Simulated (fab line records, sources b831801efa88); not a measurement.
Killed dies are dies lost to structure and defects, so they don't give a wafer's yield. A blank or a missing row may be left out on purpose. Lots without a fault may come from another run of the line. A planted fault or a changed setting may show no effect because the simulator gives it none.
Chamber matching | flow sky130 | SKY_VIA4_ETCH_12 on rie_diel-01: 4 sister chambers
The step etches SiO2 in C4F8/O2/Ar, stops on TiN, target depth 580 nm. 4 wafers are shown with their chamber, then 9 later ones without.

WAFERS WITH THEIR CHAMBER
wafer  | chamber | oes_product_au (a.u.)
L082.2 | 3       | 0.930
L086.6 | 2       | 0.930
L087.4 | 0       | 0.922
L087.6 | 1       | 0.924

WAFERS WITHOUT THEIR CHAMBER
wafer  | oes_product_au (a.u.)
L095.1 | 0.920
L095.4 | 0.923
L095.6 | 0.916
L096.3 | 0.926
L096.4 | 0.931
L096.5 | 0.929
L097.1 | 0.933
L097.3 | 0.926
L097.5 | 0.922

WHICH CHAMBER EACH WENT THROUGH
wafer  | from the rows above               | in truth
L095.1 | can't be placed: 0 or 1           | 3
L095.4 | can't be placed: 0 or 1           | 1
L095.6 | can't be placed: 0 or 1           | 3
L096.3 | can't be placed: 1 or 0 or 2 or 3 | 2
L096.4 | can't be placed: 2 or 3           | 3
L096.5 | can't be placed: 2 or 3 or 1      | 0
L097.1 | can't be placed: 2 or 3           | 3
L097.3 | can't be placed: 1 or 0 or 2 or 3 | 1
L097.5 | can't be placed: 0 or 1           | 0
Placed correctly: 0 of 9. Can't be placed from these rows: 9 (the true chamber is among the candidates in 6). Placed wrongly: 0.
How it was worked out, from the rows above alone: a wafer's distance from a chamber is the root of the sum, over the readings, of the square of ((its reading less the chamber's mean) divided by the reading's scatter). The wafer belongs to the nearest chamber; if the next one is less than 2 further off, it can't be placed. A chamber's mean is the mean of its shown wafers. The scatter: with one shown wafer a chamber, the root of the mean of the squares of how far each hidden wafer lies from its nearest shown one.
